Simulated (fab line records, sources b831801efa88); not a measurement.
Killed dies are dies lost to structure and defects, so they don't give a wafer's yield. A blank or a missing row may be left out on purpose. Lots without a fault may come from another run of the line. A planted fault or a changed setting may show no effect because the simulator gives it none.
Tool commonality check | flow gf180mcu | 12 lots, 42 wafers sampled

WHY IT WAS OPENED
At GF_PASSIVATION_THK_MEAS_03 the reading PASSIVATION_CVD_02_THK is flagged on 2 of 12 lots. Wafers without a fault read 705 nm, standard deviation 11.
Rule: a lot is flagged when every wafer of it that has a number lies more than 4 standard deviations from that mean, or none has a number. The other lots count as sound.

lot  | measured     | on            | PASSIVATION_CVD_02_THK (nm), wafer by wafer | flag
L561 | day 28 06:34 | film_metro-02 | 693 692 709                                 |
L562 | day 28 17:55 | film_metro-04 | 695 709 703                                 |
L563 | day 28 21:26 | film_metro-02 | 690 713 705                                 |
L566 | day 29 19:10 | film_metro-04 | 694 702 703                                 |
L573 | day 32 05:11 | film_metro-02 | 613 607 594 612 607 594                     | FLAGGED
L575 | day 32 16:25 | film_metro-02 | 605 619 614 605 619 615                     | FLAGGED
L574 | day 32 20:32 | film_metro-01 | 698 703 701                                 |
L577 | day 33 02:04 | film_metro-04 | 715 688 713                                 |
L578 | day 33 07:57 | film_metro-01 | 705 700 710                                 |
L581 | day 33 16:08 | film_metro-02 | 696 695 703                                 |
L583 | day 34 02:11 | film_metro-04 | 714 733 704                                 |
L584 | day 34 04:07 | film_metro-04 | 701 713 720                                 |
The numbers of the flagged lots are 609 nm on average: -96 nm against the usual, or -9 standard deviations.

WHICH TOOL RAN EACH LOT
The record holds 2 process steps before the reading, out of a route of 602 steps. In each cell: the tool, then ch and the chambers that the sampled wafers went through, then the start.
lot  | flag    | GF_V5_CMP_04                  | GF_PASSIVATION_CVD_02
L561 |         | cmp-01 ch 0,1,3, day 26 11:41 | pecvd-02 ch 0,1, day 28 06:08
L562 |         | cmp-02 ch 2,3, day 26 23:10   | pecvd-02 ch 0,2, day 28 17:37
L563 |         | cmp-01 ch 1,2,3, day 27 02:29 | pecvd-02 ch 0,1,2, day 28 21:08
L566 |         | cmp-01 ch 1,2, day 28 02:07   | pecvd-02 ch 1,2, day 29 18:51
L573 | FLAGGED | cmp-01 ch 1,3, day 30 15:28   | pecvd-02 ch 0,2, day 32 04:53
L575 | FLAGGED | cmp-02 ch 1,2,3, day 31 02:58 | pecvd-02 ch 0,1, day 32 15:59
L574 |         | cmp-01 ch 0,1, day 31 06:13   | pecvd-01 ch 0,2, day 32 20:06
L577 |         | cmp-02 ch 0,1,3, day 31 13:17 | pecvd-01 ch 0,1,2, day 33 01:47
L578 |         | cmp-01 ch 1,2,3, day 31 19:09 | pecvd-01 ch 0,1, day 33 07:40
L581 |         | cmp-01 ch 0,2,3, day 32 04:31 | pecvd-04 ch 0,2, day 33 15:51
L583 |         | cmp-02 ch 1,2,3, day 32 13:55 | pecvd-01 ch 0,2, day 34 01:53
L584 |         | cmp-02 ch 0,1, day 32 17:12   | pecvd-04 ch 0,1,2, day 34 03:48
What these steps do:
- GF_V5_CMP_04: polishes SiO2.
- GF_PASSIVATION_CVD_02: deposits Si3N4, target thk 700 nm, time 486.18 s.
- GF_PASSIVATION_THK_MEAS_03

FLAGGED OVER TOTAL, TOOL BY TOOL (the gauges that took the reading come last)
step                       | tool          | lots run | flagged | share of the flagged lots | sound lots run after its first flagged lot
GF_V5_CMP_04               | cmp-01        | 7        | 1       | some                      | 3 (L574,L578,L581)
GF_V5_CMP_04               | cmp-02        | 5        | 1       | some                      | 3 (L577,L583,L584)
GF_PASSIVATION_CVD_02      | pecvd-01      | 4        | 0       | none                      | -
GF_PASSIVATION_CVD_02      | pecvd-02      | 6        | 2       | all                       | 0
GF_PASSIVATION_CVD_02      | pecvd-04      | 2        | 0       | none                      | -
GF_PASSIVATION_THK_MEAS_03 | film_metro-01 | 2        | 0       | none                      | -
GF_PASSIVATION_THK_MEAS_03 | film_metro-02 | 5        | 2       | all                       | 1 (L581)
GF_PASSIVATION_THK_MEAS_03 | film_metro-04 | 5        | 0       | none                      | -

WHAT THE TABLE ALLOWS
2 rows of the table ran every flagged lot: pecvd-02 at GF_PASSIVATION_CVD_02, film_metro-02 at GF_PASSIVATION_THK_MEAS_03.
- pecvd-02 at GF_PASSIVATION_CVD_02: 2 of its 6 lots flagged. Its last sound lot is L566 (day 29 18:51), its first flagged lot L573 (day 32 04:53): a fault that began between those two fits. Its own readings lie more than 4 standard deviations out on every wafer of the flagged lots: rf_fwd_power_W.
- film_metro-02 at GF_PASSIVATION_THK_MEAS_03: 2 of its 5 lots flagged. Sound lots ran on it after the first flagged one (L581), which a lasting fault on the whole tool wouldn't allow.
One tool is left: pecvd-02 at GF_PASSIVATION_CVD_02.

WHAT THE SIMULATOR HAD PUT IN
Process parameter drift: pecvd-02, from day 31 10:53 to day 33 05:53, at GF_PASSIVATION_CVD_02. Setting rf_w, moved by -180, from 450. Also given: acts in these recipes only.
Lots struck among those shown: L573, L575. The rule above found the same.
